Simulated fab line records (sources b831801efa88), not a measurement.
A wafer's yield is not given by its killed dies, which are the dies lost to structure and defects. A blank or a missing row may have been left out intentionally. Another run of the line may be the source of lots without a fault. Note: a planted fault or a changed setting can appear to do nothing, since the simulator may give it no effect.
Shared-tool check :: flow gf180mcu :: 12 lots and 36 wafers in the sample

REASON FOR OPENING
2 of 12 lots carry a flag on the reading HV_LDD_3_TW at GF_HV_LDD_TW_MEAS_38. No-fault wafers: 1424, standard deviation 13.
Rule: a lot gets a flag if all its wafers with a number sit over 4 standard deviations from that mean, or if no wafer of it has a number. The rest of the lots are taken to be sound.

lot: L587
measured: day 11 08:22
on: film metro-01
HV_LDD_3_TW, wafer by wafer: 1414 1416 1416
flag: 

lot: L588
measured: day 11 17:48
on: film metro-02
HV_LDD_3_TW, wafer by wafer: 1420 1416 1419
flag: 

lot: L590
measured: day 12 18:09
on: film metro-03
HV_LDD_3_TW, wafer by wafer: 1427 1437 1432
flag: 

lot: L592
measured: day 13 08:19
on: film metro-03
HV_LDD_3_TW, wafer by wafer: 1431 1421 1432
flag: 

lot: L593
measured: day 13 15:19
on: film metro-02
HV_LDD_3_TW, wafer by wafer: 1403 1404 1398
flag: 

lot: L599
measured: day 15 12:33
on: film metro-03
HV_LDD_3_TW, wafer by wafer: 1525 1526 1530
flag: FLAGGED

lot: L600
measured: day 15 20:25
on: film metro-01
HV_LDD_3_TW, wafer by wafer: 1505 1496 1498
flag: FLAGGED

lot: L605
measured: day 17 14:58
on: film metro-01
HV_LDD_3_TW, wafer by wafer: 1430 1428 1436
flag: 

lot: L606
measured: day 17 18:26
on: film metro-01
HV_LDD_3_TW, wafer by wafer: 1435 1431 1427
flag: 

lot: L607
measured: day 18 07:22
on: film metro-03
HV_LDD_3_TW, wafer by wafer: 1446 1432 1434
flag: 

lot: L608
measured: day 18 13:32
on: film metro-03
HV_LDD_3_TW, wafer by wafer: 1437 1434 1452
flag: 

lot: L609
measured: day 18 17:35
on: film metro-01
HV_LDD_3_TW, wafer by wafer: 1423 1426 1434
flag: 
The numbers of the flagged lots are 1513 on average: +89 against the usual, or +7 standard deviations.

LOT BY LOT: THE TOOL USED
The record keeps 1 process step preceding the reading, out of 602 steps on the route. Each cell gives the tool, then ch followed by the chambers the sampled wafers passed through, then the start.
lot: L587
flag: 
GF_HV_LDD_IMPLANT_34: implanter-01 ch 0, day 11 07:50

lot: L588
flag: 
GF_HV_LDD_IMPLANT_34: implanter-02 ch 0, day 11 17:15

lot: L590
flag: 
GF_HV_LDD_IMPLANT_34: implanter-03 ch 0, day 12 17:36

lot: L592
flag: 
GF_HV_LDD_IMPLANT_34: implanter-01 ch 0, day 13 07:48

lot: L593
flag: 
GF_HV_LDD_IMPLANT_34: implanter-03 ch 0, day 13 14:47

lot: L599
flag: FLAGGED
GF_HV_LDD_IMPLANT_34: implanter-03 ch 0, day 15 12:00

lot: L600
flag: FLAGGED
GF_HV_LDD_IMPLANT_34: implanter-03 ch 0, day 15 19:54

lot: L605
flag: 
GF_HV_LDD_IMPLANT_34: implanter-01 ch 0, day 17 14:25

lot: L606
flag: 
GF_HV_LDD_IMPLANT_34: implanter-01 ch 0, day 17 17:53

lot: L607
flag: 
GF_HV_LDD_IMPLANT_34: implanter-01 ch 0, day 18 06:49

lot: L608
flag: 
GF_HV_LDD_IMPLANT_34: implanter-02 ch 0, day 18 12:59

lot: L609
flag: 
GF_HV_LDD_IMPLANT_34: implanter-01 ch 0, day 18 17:02
What is done by these steps:
- GF_HV_LDD_IMPLANT_34
- GF_HV_LDD_TW_MEAS_38

FLAGGED OVER TOTAL, TOOL BY TOOL (the gauges that took the reading come last)
step: GF_HV_LDD_IMPLANT_34
tool: implanter-01
lots run: 6
flagged: 0
share of the flagged lots: none
sound lots run after its first flagged lot: -

step: GF_HV_LDD_IMPLANT_34
tool: implanter-02
lots run: 2
flagged: 0
share of the flagged lots: none
sound lots run after its first flagged lot: -

step: GF_HV_LDD_IMPLANT_34
tool: implanter-03
lots run: 4
flagged: 2
share of the flagged lots: all
sound lots run after its first flagged lot: 0

step: GF_HV_LDD_TW_MEAS_38
tool: film metro-01
lots run: 5
flagged: 1
share of the flagged lots: some
sound lots run after its first flagged lot: 3 (L605,L606,L609)

step: GF_HV_LDD_TW_MEAS_38
tool: film metro-02
lots run: 2
flagged: 0
share of the flagged lots: none
sound lots run after its first flagged lot: -

step: GF_HV_LDD_TW_MEAS_38
tool: film metro-03
lots run: 5
flagged: 1
share of the flagged lots: some
sound lots run after its first flagged lot: 2 (L607,L608)

WHAT THE TABLE ALLOWS
Rows of the table that ran each flagged lot: 1, that is implanter-03 at GF_HV_LDD_IMPLANT_34.
- implanter-03 at GF_HV_LDD_IMPLANT_34 ran 4 lots, 2 of them flagged. Last sound lot L593 at day 13 14:47, first flagged lot L599 at day 15 12:00; a fault beginning in between fits. Its own readings (dose ions cm2, faraday current uA) fall more than 4 standard deviations out on all wafers of the flagged lots.
What remains is a single tool, implanter-03 at GF_HV_LDD_IMPLANT_34.

WHAT WAS PUT IN BY THE SIMULATOR
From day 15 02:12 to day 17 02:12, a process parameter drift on implanter-03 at GF_HV_LDD_IMPLANT_34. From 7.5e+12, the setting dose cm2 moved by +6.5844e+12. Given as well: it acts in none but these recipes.
Lots struck among those shown: L599, L600. The same result came from the rule above.
